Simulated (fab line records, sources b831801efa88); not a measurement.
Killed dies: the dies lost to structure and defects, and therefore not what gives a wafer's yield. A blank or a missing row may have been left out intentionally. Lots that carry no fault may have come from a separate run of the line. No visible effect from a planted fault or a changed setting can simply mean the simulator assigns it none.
fab line records	flow sky130
record lots=14	wafers=40	last_day=50
route steps=708 shown VT_ADJUST_HVTR@141 LDD_HVN@274 LI_CONTACT@363 CONTACT@408
lots that met no fault: taken from a fault-free run of the same line
start_h: the number of hours between the record's first day and the start of the first shown wafer of the lot	wait_h: hours since the lot's step before	" repeats the value in the row above	L1.1+2: several wafers, shown together as one row	- no value present, or no start provided	* or withheld: withheld	< > ~ a bound
route shown NAME@n: names a module that has steps shown in the file, with the first one's number in the route	usual: the fault-free wafers' mean and standard deviation	same: alike in all rows	chamber/n: place in a boat	sites: per-site readings	_std_site: their standard deviation	_edge_site: mean of outer sites minus mean of inner sites	radius_mm: for every site, how far away it sits from the centre of the wafer	mask NAME#n: copy n	behind: tool/chamber where the wafer was last shaped	hold: reason for holding the lot/hours on hold/outcome of the hold	device: names the non-switching transistor (n, p or np)	end of line: tests run on the same wafers once the route is complete	a step with no rows: only its recipe	killed: not the wafer's yield, but the dies lost to structure and defects at the first sort	map: the dies of a wafer, with x for killed, . for not killed, _ for no die there
set.NAME: setting as actually run; set.NAME@STEP: the setting as run at that earlier step	model.NAME: the simulator's own value behind a step, which no gauge read
a sample of lots followed through the steps of the route, with each step as a table and each wafer as a row
services: the hour from which a tool's chamber was out of use, counted from the record's first day as start_h (under 0 if before that day), plus the number of hours and why
## steps
# step SKY_VT_ADJUST_HVTR_STRIP_10
# recipe chemistry=O2/N2	power_w=1400	pressure_mtorr=1500	platen_temp_c=withheld	o2_flow_sccm=3000	n2_flow_sccm=300	overash_fraction=0.5
# usual drypump_motor_current_A=5.7/0.54	oes_product_au=0.715/0.0051	strip_time_to_endpoint_s=14.19/0.038
lot.wafer	tool	chamber	start_h	wait_h	drypump_motor_current_A	oes_product_au	rf_hours_counter_h	strip_time_to_endpoint_s
L726.3	plasma_asher-03	1	198.39	0.1	5.7	0.723	-	14.23
L726.4	"	0	"	"	5.8	0.719	-	14.22
L726.5	"	0	"	"	5.8	0.714	-	14.27
L727.1	plasma_asher-01	1	202.42	0.1	5.0	0.722	46	14.24
L727.4	"	1	"	"	5.0	0.710	-	14.18
L727.6	"	1	"	"	5.0	0.724	-	14.19
L728.1	plasma_asher-01	1	208.63	0.1	5.0	0.704	47	14.19
L728.2	"	0	"	"	6.4	0.706	47	14.24
L728.6	"	1	"	"	5.0	0.711	-	14.19
L731.1	plasma_asher-04	1	233.37	0.1	5.2	0.716	57	14.13
L731.4	"	0	"	"	6.1	0.709	-	14.10
L731.6	"	0	"	"	6.1	0.714	-	14.07
L732.1	plasma_asher-03	1	238.32	0.1	5.7	0.708	12	14.16
L732.3	"	0	"	"	5.8	0.718	-	14.18
L732.5	"	1	"	"	5.7	0.714	-	14.14
L734.2	plasma_asher-03	0	249.87	0.1	5.7	0.720	13	14.19
L734.4	"	1	"	"	5.7	0.719	-	14.17
L734.6	"	1	"	"	5.7	0.711	-	14.18
L735.3	plasma_asher-01	1	263.41	0.1	5.0	0.711	-	14.24
L735.5	"	0	"	"	6.4	0.721	-	14.26
L735.6	"	1	"	"	5.0	0.708	-	14.25
L736.2	plasma_asher-01	1	270.43	0.1	5.0	0.722	53	14.17
L736.3	"	0	"	"	6.4	0.720	-	14.16
L736.5	"	1	"	"	5.0	0.717	-	14.21
L737.1	plasma_asher-01	0	271.03	0.1	6.4	0.715	53	14.17
L737.3	"	0	"	"	6.4	0.724	-	14.14
L737.6	"	0	"	"	6.4	0.715	-	14.21
L739.3	plasma_asher-01	1	284.86	0.1	4.9	0.722	-	14.20
L739.4	"	0	"	"	6.4	0.708	-	14.19
L741.4	plasma_asher-03	0	302.16	0.1	5.8	0.713	-	14.20
L741.6	"	1	"	"	5.7	0.717	-	14.21
L747.1	plasma_asher-01	0	345.82	0.1	6.4	0.716	61	14.18
L747.3	"	1	"	"	5.0	0.715	-	14.20
L747.5	"	0	"	"	6.4	0.718	-	14.17
L748.1	plasma_asher-03	0	353.05	0.1	5.8	0.713	23	14.25
L748.3	"	1	"	"	5.7	0.713	-	14.24
L748.6	"	1	"	"	5.7	0.707	-	14.22
L749.2	plasma_asher-04	1	357.43	0.1	5.2	0.724	69	14.20
L749.3	"	1	"	"	5.2	0.711	-	14.21
L749.5	"	1	"	"	5.2	0.719	-	14.23
# step SKY_LDD_HVN_OVL_MEAS_07
# usual LDD_HVN_OVL=-0.2/1.5
lot.wafer	tool	chamber	start_h	wait_h	LDD_HVN_OVL[nm]
L726.3	overlay-01	-	452.68	0.1	0.1
L726.4	"	-	"	"	-0.1
L726.5	"	-	"	"	-0.8
L727.1	overlay-02	-	455.97	0.1	0.1
L727.4	"	-	"	"	-0.1
L727.6	"	-	"	"	-1.4
L728.1	overlay-01	-	461.43	0.1	1.8
L728.2	"	-	"	"	-0.9
L728.6	"	-	"	"	-0.6
L731.1	overlay-02	-	496.36	0.1	-3.7
L731.4	"	-	"	"	-3.0
L731.6	"	-	"	"	-2.8
L732.1	overlay-02	-	502.08	0.1	-3.0
L732.3	"	-	"	"	-2.4
L732.5	"	-	"	"	-2.5
L734.2	overlay-02	-	519.04	0.1	-0.6
L734.4	"	-	"	"	-0.3
L734.6	"	-	"	"	-0.5
L735.3	overlay-02	-	532.63	0.1	1.7
L735.5	"	-	"	"	-0.4
L735.6	"	-	"	"	-0.5
L736.2	overlay-01	-	540.80	0.1	-0.1
L736.3	"	-	"	"	-1.1
L736.5	"	-	"	"	-0.4
L737.1	overlay-02	-	545.38	0.1	-1.2
L737.3	"	-	"	"	-1.5
L737.6	"	-	"	"	-2.2
L739.3	overlay-01	-	557.21	0.1	2.1
L739.4	"	-	"	"	2.5
L741.4	overlay-02	-	579.50	0.1	1.8
L741.6	"	-	"	"	-0.8
L747.1	overlay-01	-	641.40	0.1	1.8
L747.3	"	-	"	"	2.2
L747.5	"	-	"	"	1.4
L748.1	overlay-01	-	643.08	0.1	0.4
L748.3	"	-	"	"	-0.4
L748.6	"	-	"	"	-0.5
L749.2	overlay-02	-	644.47	0.1	-1.5
L749.3	"	-	"	"	-1.6
L749.5	"	-	"	"	-0.6
# step SKY_LI_CONTACT_THK_MEAS_01
# recipe reads=PSG_of_LI_CONTACT_HDPCVD_00
# usual LI_CONTACT_HDPCVD_THK=925/9.9
lot.wafer	tool	chamber	start_h	wait_h	LI_CONTACT_HDPCVD_THK[nm]
L726.3	film_metro-02	-	637.69	0.1	910
L726.4	"	-	"	"	928
L726.5	"	-	"	"	920
L727.1	film_metro-02	-	639.10	0.1	920
L727.4	"	-	"	"	925
L727.6	"	-	"	"	936
L728.1	film_metro-04	-	644.99	0.1	945
L728.2	"	-	"	"	930
L728.6	"	-	"	"	929
L731.1	film_metro-03	-	678.18	0.1	930
L731.4	"	-	"	"	938
L731.6	"	-	"	"	924
L732.1	film_metro-03	-	684.14	0.1	923
L732.3	"	-	"	"	917
L732.5	"	-	"	"	915
L734.2	film_metro-02	-	698.30	0.1	917
L734.4	"	-	"	"	925
L734.6	"	-	"	"	915
L735.3	film_metro-03	-	710.26	0.1	905
L735.5	"	-	"	"	909
L735.6	"	-	"	"	907
L736.2	film_metro-02	-	716.45	0.1	925
L736.3	"	-	"	"	935
L736.5	"	-	"	"	933
L737.1	film_metro-04	-	722.49	0.1	926
L737.3	"	-	"	"	922
L737.6	"	-	"	"	918
L739.3	film_metro-04	-	731.77	0.1	928
L739.4	"	-	"	"	933
L741.4	film_metro-03	-	750.82	0.0	926
L741.6	"	-	"	"	923
L747.1	film_metro-03	-	805.82	0.1	932
L747.3	"	-	"	"	924
L747.5	"	-	"	"	914
L748.1	film_metro-04	-	807.79	0.1	935
L748.3	"	-	"	"	932
L748.6	"	-	"	"	928
L749.2	film_metro-04	-	810.50	0.1	929
L749.3	"	-	"	"	918
L749.5	"	-	"	"	936
# step SKY_CONTACT_HDPCVD_02
# recipe material=SiO2	target_thk_nm=565	sigma_open_frac=0.3	time_s=94.2	temp_c=600	sih4_flow_sccm=60	pressure_mtorr=6
lot.wafer	tool	chamber	start_h	wait_h
L726.3+4+5	hdpcvd-02	2,2,1	697.34	0.0
L727.1+4+6	hdpcvd-02	2,0,2	698.13	0.1
L728.1+2+6	hdpcvd-02	2,0,0	703.75	0.1
L731.1+4+6	hdpcvd-01	0,2,1	735.67	0.1
L732.1+3+5	hdpcvd-01	0,1,0	739.81	0.1
L734.2+4+6	hdpcvd-01	1,2,0	753.66	0.0
L735.3+5+6	hdpcvd-02	0,2,1	765.86	0.0
L736.2+3+5	hdpcvd-02	0,2,2	773.07	0.0
L737.1+3+6	hdpcvd-02	2,0,2	777.30	0.1
L739.3+4	hdpcvd-02	2	786.62	0.0
L741.4+6	hdpcvd-02	1,0	805.37	0.1
L747.1+3+5	hdpcvd-01	1,2,2	861.60	0.1
L748.1+3+6	hdpcvd-01	0,1,0	863.71	0.1
L749.2+3+5	hdpcvd-01	1,1,0	866.81	0.0
# step SKY_CONTACT_THK_MEAS_03
# recipe reads=SiO2_of_CONTACT_HDPCVD_02
# usual CONTACT_HDPCVD_THK=563/6.6
lot.wafer	tool	chamber	start_h	wait_h	CONTACT_HDPCVD_THK[nm]
L726.3	film_metro-02	-	697.43	0.1	565
L726.4	"	-	"	"	562
L726.5	"	-	"	"	561
L727.1	film_metro-03	-	698.23	0.1	566
L727.4	"	-	"	"	565
L727.6	"	-	"	"	566
L728.1	film_metro-02	-	703.82	0.0	557
L728.2	"	-	"	"	549
L728.6	"	-	"	"	548
L731.1	film_metro-01	-	735.74	0.0	572
L731.4	"	-	"	"	570
L731.6	"	-	"	"	560
L732.1	film_metro-02	-	739.88	0.0	570
L732.3	"	-	"	"	560
L732.5	"	-	"	"	564
L734.2	film_metro-01	-	753.74	0.0	561
L734.4	"	-	"	"	571
L734.6	"	-	"	"	573
L735.3	film_metro-03	-	765.95	0.1	565
L735.5	"	-	"	"	558
L735.6	"	-	"	"	562
L736.2	film_metro-02	-	773.15	0.0	564
L736.3	"	-	"	"	561
L736.5	"	-	"	"	555
L737.1	film_metro-03	-	777.37	0.0	547
L737.3	"	-	"	"	560
L737.6	"	-	"	"	550
L739.3	film_metro-01	-	786.71	0.1	218
L739.4	"	-	"	"	227
L741.4	film_metro-01	-	805.44	0.0	235
L741.6	"	-	"	"	567
L747.1	film_metro-03	-	861.67	0.0	557
L747.3	"	-	"	"	568
L747.5	"	-	"	"	566
L748.1	film_metro-03	-	863.82	0.1	573
L748.3	"	-	"	"	558
L748.6	"	-	"	"	575
L749.2	film_metro-02	-	866.93	0.1	554
L749.3	"	-	"	"	556
L749.5	"	-	"	"	573
# step SKY_CONTACT_CMP_04
# recipe material=SiO2	down_force_psi=4	platen_rpm=60	pad_velocity_m_s=0.94248
# usual motor_current_A=11.9/1	time_to_endpoint_s=83/3.7
lot.wafer	tool	chamber	start_h	wait_h	motor_current_A	time_to_endpoint_s
L726.3	cmp-02	2	697.52	0.1	13.4	86
L726.4	"	0	"	"	12.6	81
L726.5	"	1	"	"	12.3	81
L727.1	cmp-01	2	698.34	0.1	12.2	84
L727.4	"	0	"	"	10.6	83
L727.6	"	2	"	"	11.6	87
L728.1	cmp-01	0	703.98	0.1	10.0	79
L728.2	"	1	"	"	11.3	78
L728.6	"	2	"	"	11.9	78
L731.4	cmp-02	2	735.85	0.1	13.3	84
L731.1	"	0	"	"	12.6	83
L731.6	"	1	"	"	12.7	79
L732.3	cmp-02	2	739.94	0.0	14.3	83
L732.1	"	0	"	"	12.3	84
L732.5	"	2	"	"	13.1	81
L734.4	cmp-02	1	753.89	0.1	12.3	86
L734.2	"	2	"	"	13.9	81
L734.6	"	3	"	"	10.5	93
L735.3	cmp-01	1	765.99	0.0	11.2	81
L735.6	"	1	"	"	11.7	82
L735.5	"	2	"	"	11.9	80
L736.2	cmp-01	1	773.20	0.0	11.5	83
L736.3	"	3	"	"	11.5	76
L736.5	"	2	"	"	12.1	77
L737.1	cmp-02	1	777.48	0.1	11.7	74
L737.3	"	3	"	"	10.5	82
L737.6	"	0	"	"	12.4	76
L739.4	cmp-02	0	786.80	0.1	12.0	37
L739.3	"	2	"	"	14.5	36
L741.4	cmp-02	2	805.62	0.2	12.8	43
L741.6	"	3	"	"	10.6	90
L747.1	cmp-01	1	861.73	0.1	11.7	83
L747.3	"	2	"	"	11.4	86
L747.5	"	1	"	"	11.2	82
L748.1	cmp-01	1	864.35	0.5	11.4	83
L748.3	"	2	"	"	12.2	78
L748.6	"	0	"	"	10.5	84
L749.2	cmp-01	2	866.98	0.0	12.0	79
L749.3	"	1	"	"	11.2	79
L749.5	"	2	"	"	12.6	83
# step SKY_CONTACT_ETCH_17
# recipe target=SiO2	chemistry=C4F8/O2/Ar	stop_on=Si3N4	mask_material=KrF-thick	source_w=1500	bias_w=1200	pressure_mtorr=40	c4f8_flow_sccm=withheld	O2_flow_sccm=6	Ar_flow_sccm=300	time_s=withheld	target_depth_a=3400
# usual oes_product_au=0.892/0.0042
lot.wafer	tool	chamber	start_h	wait_h	oes_product_au
L726.3	rie_diel-01	3	724.52	0.0	0.889
L726.4	"	1	"	"	0.892
L726.5	"	3	"	"	0.897
L727.1	rie_diel-01	1	725.08	0.0	0.889
L727.4	"	3	"	"	0.889
L727.6	"	1	"	"	0.896
L728.1	rie_diel-03	3	730.98	0.0	0.889
L728.2	"	2	"	"	0.886
L728.6	"	2	"	"	0.900
L731.1	rie_diel-01	2	762.35	0.0	0.896
L731.4	"	0	"	"	0.887
L731.6	"	2	"	"	0.895
L732.1	rie_diel-01	1	766.63	0.0	0.896
L732.3	"	0	"	"	0.895
L732.5	"	3	"	"	0.898
L734.2	rie_diel-03	2	780.32	0.0	0.887
L734.4	"	1	"	"	0.891
L734.6	"	0	"	"	0.894
L735.3	rie_diel-03	2	792.23	0.0	0.891
L735.5	"	2	"	"	0.891
L735.6	"	1	"	"	0.888
L736.2	rie_diel-02	1	799.95	0.0	0.896
L736.3	"	2	"	"	0.886
L736.5	"	0	"	"	0.887
L737.1	rie_diel-01	0	804.23	0.0	0.886
L737.3	"	1	"	"	0.894
L737.6	"	1	"	"	0.885
L739.3	rie_diel-03	1	813.93	0.0	0.708
L739.4	"	0	"	"	0.722
L741.4	rie_diel-01	0	832.31	0.0	0.732
L741.6	"	3	"	"	0.896
L747.1	rie_diel-02	1	888.80	0.0	0.894
L747.3	"	0	"	"	0.887
L747.5	"	1	"	"	0.898
L748.1	rie_diel-02	1	890.38	0.0	0.897
L748.3	"	3	"	"	0.888
L748.6	"	1	"	"	0.898
L749.2	rie_diel-03	0	894.17	0.0	0.896
L749.3	"	2	"	"	0.890
L749.5	"	0	"	"	0.889
## services
tool	chamber	start_h	hours	kind
cmp-01	-	195.09	2.5	repair
cmp-01	-	197.79	2.3	repair
cmp-01	-	282.26	5.3	pm
cmp-01	-	302.85	1.4	repair
cmp-01	-	319.49	0.8	repair
cmp-01	-	401.74	0.6	repair
cmp-01	-	404.12	4.0	pm
cmp-01	-	407.51	3.1	repair
cmp-01	-	459.72	0.4	repair
cmp-01	-	467.58	1.8	repair
cmp-01	-	472.22	2.6	repair
cmp-01	-	546.10	0.7	repair
hdpcvd-02	1	562.30	4.1	repair
cmp-01	-	573.26	1.8	repair
hdpcvd-02	2	575.85	5.2	repair
hdpcvd-02	-	601.59	5.5	pm
cmp-01	-	650.39	6.2	pm
hdpcvd-02	-	650.75	15.0	pm
cmp-01	-	656.59	4.2	pm
cmp-01	-	685.46	1.0	repair
hdpcvd-02	-	689.94	0.9	repair
cmp-01	-	711.86	0.5	repair
hdpcvd-02	-	777.89	1.2	repair
hdpcvd-02	-	802.50	2.7	pm
## key
first_sign step=SKY_CONTACT_THK_MEAS_03	reading=CONTACT_HDPCVD_THK	direction=down	sigmas=51	usual=563	struck=227
effect step=SKY_CONTACT_CMP_04	reading=time_to_endpoint_s	direction=down	sigmas=12	usual=*	struck=*
effect step=SKY_CONTACT_ETCH_17	reading=oes_product_au	direction=down	sigmas=40	usual=0.892	struck=0.721
met_at SKY_CONTACT_HDPCVD_02
struck_lots L739,L741
struck_wafers L739.3,L739.4,L741.4
sort_left_out L739.3,L739.4,L741.4
tester_left_out L739,L741
not_acting_at SKY_VT_ADJUST_HVTR_STRIP_10,SKY_LDD_HVN_OVL_MEAS_07,SKY_LI_CONTACT_THK_MEAS_01
onset_between 777.30 786.62
fault kind=process_parameter_drift	tool=hdpcvd-02	chamber=-	onset_h=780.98	steps=SKY_CONTACT_HDPCVD_02	channel=target_thk_nm	offset=-333.75	shape=step	end_h=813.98	scope=struck_wafers_only	acts_in=these_recipes_only	stated=565
# tester_left_out: of these lots the tester's yield and bins aren't shown, on N5 and GAA mostly nor the transistor test; their killed dies are dies lost to structure and defects alone, not to doping, threshold or leakage, so they don't give the yield
# sort_left_out: the simulated sort isn't trusted on such a fault, so these wafers' sort isn't shown, and their yield isn't known
